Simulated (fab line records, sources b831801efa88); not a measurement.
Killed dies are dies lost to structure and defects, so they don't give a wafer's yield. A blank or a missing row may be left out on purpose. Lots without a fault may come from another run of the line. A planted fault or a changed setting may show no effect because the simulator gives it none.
Tool commonality check | flow gf180mcu | 11 lots, 37 wafers sampled

WHY IT WAS OPENED
At GF_M5_CD_MEAS_07 the reading cd_nm is flagged on 2 of 11 lots. Wafers without a fault read 280.2 nm, standard deviation 1.2.
Rule: a lot is flagged when every wafer of it that has a number lies more than 4 standard deviations from that mean, or none has a number. The other lots count as sound.

lot  | measured     | on        | cd_nm (nm), wafer by wafer          | flag
L914 | day 26 07:50 | cd_sem-01 | 276.9 278.6 277.0                   |
L915 | day 26 18:31 | cd_sem-02 | 278.6 279.5 280.3                   |
L918 | day 27 22:16 | cd_sem-01 | 276.8 278.3 277.2                   |
L922 | day 29 07:00 | cd_sem-02 | 280.2 280.4 281.2                   |
L923 | day 29 12:45 | cd_sem-02 | 280.2 280.1 281.0                   |
L924 | day 29 18:51 | cd_sem-02 | 305.6 304.9 305.4 304.9             | FLAGGED
L925 | day 30 04:59 | cd_sem-01 | 304.4 304.5 305.0 304.6 304.6 305.0 | FLAGGED
L927 | day 30 14:17 | cd_sem-02 | 281.0 281.2 281.8                   |
L929 | day 31 04:29 | cd_sem-01 | 279.9 281.2 279.6                   |
L934 | day 32 08:43 | cd_sem-01 | 280.7 280.0 279.6                   |
L936 | day 32 17:19 | cd_sem-02 | 280.5 281.9 281.2                   |
The numbers of the flagged lots are 304.9 nm on average: +24.7 nm against the usual, or +21 standard deviations.

WHICH TOOL RAN EACH LOT
The record holds 4 process steps before the reading, out of a route of 602 steps. In each cell: the tool, then ch and the chambers that the sampled wafers went through, then the start.
lot  | flag    | GF_MIM_SPUTTER_03            | GF_MIM_SPUTTER_04            | GF_MIM_SPUTTER_08            | GF_M5_SOFTBAKE_03
L914 |         | pvd_sputter-02, day 24 14:07 | pvd_sputter-02, day 24 14:08 | pvd_sputter-04, day 24 14:19 | litho_track-04 ch 0, day 25 22:19
L915 |         | pvd_sputter-04, day 25 01:18 | pvd_sputter-04, day 25 01:19 | pvd_sputter-01, day 25 01:30 | litho_track-01 ch 0, day 26 08:13
L918 |         | pvd_sputter-02, day 26 03:58 | pvd_sputter-02, day 26 03:59 | pvd_sputter-01, day 26 04:10 | litho_track-02 ch 0, day 27 12:13
L922 |         | pvd_sputter-01, day 27 15:14 | pvd_sputter-01, day 27 15:15 | pvd_sputter-04, day 27 15:26 | litho_track-02 ch 0, day 28 21:26
L923 |         | pvd_sputter-01, day 27 21:49 | pvd_sputter-01, day 27 21:50 | pvd_sputter-02, day 27 22:01 | litho_track-02 ch 0, day 29 03:23
L924 | FLAGGED | pvd_sputter-02, day 28 04:37 | pvd_sputter-02, day 28 04:38 | pvd_sputter-04, day 28 04:48 | litho_track-02 ch 0, day 29 09:28
L925 | FLAGGED | pvd_sputter-04, day 28 15:26 | pvd_sputter-04, day 28 15:27 | pvd_sputter-01, day 28 15:38 | litho_track-02 ch 0, day 29 19:53
L927 |         | pvd_sputter-04, day 29 00:33 | pvd_sputter-04, day 29 00:34 | pvd_sputter-02, day 29 00:44 | litho_track-04 ch 0, day 30 04:51
L929 |         | pvd_sputter-02, day 29 15:54 | pvd_sputter-02, day 29 15:55 | pvd_sputter-01, day 29 16:06 | litho_track-04 ch 0, day 30 19:39
L934 |         | pvd_sputter-01, day 30 21:34 | pvd_sputter-01, day 30 21:35 | pvd_sputter-02, day 30 21:46 | litho_track-04 ch 0, day 32 00:26
L936 |         | pvd_sputter-04, day 31 07:34 | pvd_sputter-04, day 31 07:35 | pvd_sputter-01, day 31 07:45 | litho_track-01 ch 0, day 32 09:22
What these steps do:
- GF_MIM_SPUTTER_03: material Ti, target thk 10 nm, time 6.7 s.
- GF_MIM_SPUTTER_04: material TiN, target thk 50 nm, time 41.7 s.
- GF_MIM_SPUTTER_08: material AlCu, target thk 200 nm, time 10.6 s.
- GF_M5_SOFTBAKE_03: time 60 s.
- GF_M5_CD_MEAS_07: target cd 280 nm.

FLAGGED OVER TOTAL, TOOL BY TOOL (the gauges that took the reading come last)
step              | tool           | lots run | flagged | share of the flagged lots | sound lots run after its first flagged lot
GF_MIM_SPUTTER_03 | pvd_sputter-01 | 3        | 0       | none                      | -
GF_MIM_SPUTTER_03 | pvd_sputter-02 | 4        | 1       | some                      | 1 (L929)
GF_MIM_SPUTTER_03 | pvd_sputter-04 | 4        | 1       | some                      | 2 (L927,L936)
GF_MIM_SPUTTER_04 | pvd_sputter-01 | 3        | 0       | none                      | -
GF_MIM_SPUTTER_04 | pvd_sputter-02 | 4        | 1       | some                      | 1 (L929)
GF_MIM_SPUTTER_04 | pvd_sputter-04 | 4        | 1       | some                      | 2 (L927,L936)
GF_MIM_SPUTTER_08 | pvd_sputter-01 | 5        | 1       | some                      | 2 (L929,L936)
GF_MIM_SPUTTER_08 | pvd_sputter-02 | 3        | 0       | none                      | -
GF_MIM_SPUTTER_08 | pvd_sputter-04 | 3        | 1       | some                      | 0
GF_M5_SOFTBAKE_03 | litho_track-01 | 2        | 0       | none                      | -
GF_M5_SOFTBAKE_03 | litho_track-02 | 5        | 2       | all                       | 0
GF_M5_SOFTBAKE_03 | litho_track-04 | 4        | 0       | none                      | -
GF_M5_CD_MEAS_07  | cd_sem-01      | 5        | 1       | some                      | 2 (L929,L934)
GF_M5_CD_MEAS_07  | cd_sem-02      | 6        | 1       | some                      | 2 (L927,L936)

WHAT THE TABLE ALLOWS
1 row of the table ran every flagged lot: litho_track-02 at GF_M5_SOFTBAKE_03.
- litho_track-02 at GF_M5_SOFTBAKE_03: 2 of its 5 lots flagged. Its last sound lot is L923 (day 29 03:23), its first flagged lot L924 (day 29 09:28): a fault that began between those two fits. Its own readings lie more than 4 standard deviations out on every wafer of the flagged lots: heater_power_total_W, plate_temp_C.
One tool is left: litho_track-02 at GF_M5_SOFTBAKE_03.

WHAT THE SIMULATOR HAD PUT IN
Process parameter drift: litho_track-02, from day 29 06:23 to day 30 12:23, at GF_M5_SOFTBAKE_03. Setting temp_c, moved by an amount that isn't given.
Lots struck among those shown: L924, L925. The rule above found the same.
